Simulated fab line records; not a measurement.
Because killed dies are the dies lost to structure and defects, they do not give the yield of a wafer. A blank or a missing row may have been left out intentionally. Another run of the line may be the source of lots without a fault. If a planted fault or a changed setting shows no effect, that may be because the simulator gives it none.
One fault seen from 2 desks -- flow sky130 -- every desk sees just its own numbers, and what lay behind them comes last

## AT THE TOOL OWNER'S DESK: ilineStepper-02
The tool's own readings at SKY_NWELL_EXPOSE_07 (exposes mask NWM, target cd 840 nm): means of the sampled wafers that have a number, for each lot that ran on this tool. If a lot's mean is further than 4 standard deviations from the usual mean, the lot is out of limits and carries the mark OUT (the distance appears in the brackets).
Columns: A = reticleTempC at SKY_NWELL_EXPOSE_07, usual 23.02 C
lot,first seen here,A
L971,day 6 01:09,23.05
L977,day 7 14:10,22.98
L979,day 8 03:22,22.96
This desk found nothing out of limits on any of the 3 lots.

## METROLOGY DESK
Means of the sampled wafers that have a number, per lot and without regard to the tool the lot ran on: this is what the gauges read. If a lot's mean is further than 4 standard deviations from the usual mean, the lot is out of limits and carries the mark OUT (the distance appears in the brackets). Readings shown: 7 of its 8, picked as those furthest out on some lot.
Columns: A = PWDE_OVL at SKY_PWDE_OVL_MEAS_07, usual -0.1 nm; B = PWDE_TW at SKY_PWDE_TW_MEAS_10, usual 373.9; C = NWELL_00_OVL at SKY_NWELL_OVL_MEAS_10, usual -0.3 nm; D = NWELL_TW at SKY_NWELL_TW_MEAS_15, usual 1820; E = NWELL_2_TW at SKY_NWELL_TW_MEAS_26, usual 495.7; F = NWELL_RS at SKY_NWELL_RS_MEAS_29, usual 625.5 ohm/sq; G = PWDE_RS at SKY_NWELL_RS_MEAS_31, usual 5283 ohm/sq
lot,first seen here,A,B,C,D,E,F,G
L966,day 4 09:46,-1.1,373.3,-1.8,1829,494.4,623.4,5257
L968,day 5 01:07,-0.7,374.7,-1.5,1821,495.7,625.3,5290
L971,day 5 15:27,-0.1,375.6,1.5,1820,497.6,627.5,5292
L977,day 7 03:32,0.3,371.7,-0.8,1804,494.9,624.4,5305
L979,day 7 17:07,-0.6,371.6,1.2,1828,492.2,627.6,5287
L984,day 8 18:16,-1.3,373.9,-1.7,1807,493.8,624.1,5290
This desk found nothing out of limits on any of the 6 lots.

## BROUGHT TOGETHER
Nothing out of limits was seen by the tool owner's desk.
The metrology desk saw nothing out of limits.

## WHAT THE SIMULATOR HAD INSERTED
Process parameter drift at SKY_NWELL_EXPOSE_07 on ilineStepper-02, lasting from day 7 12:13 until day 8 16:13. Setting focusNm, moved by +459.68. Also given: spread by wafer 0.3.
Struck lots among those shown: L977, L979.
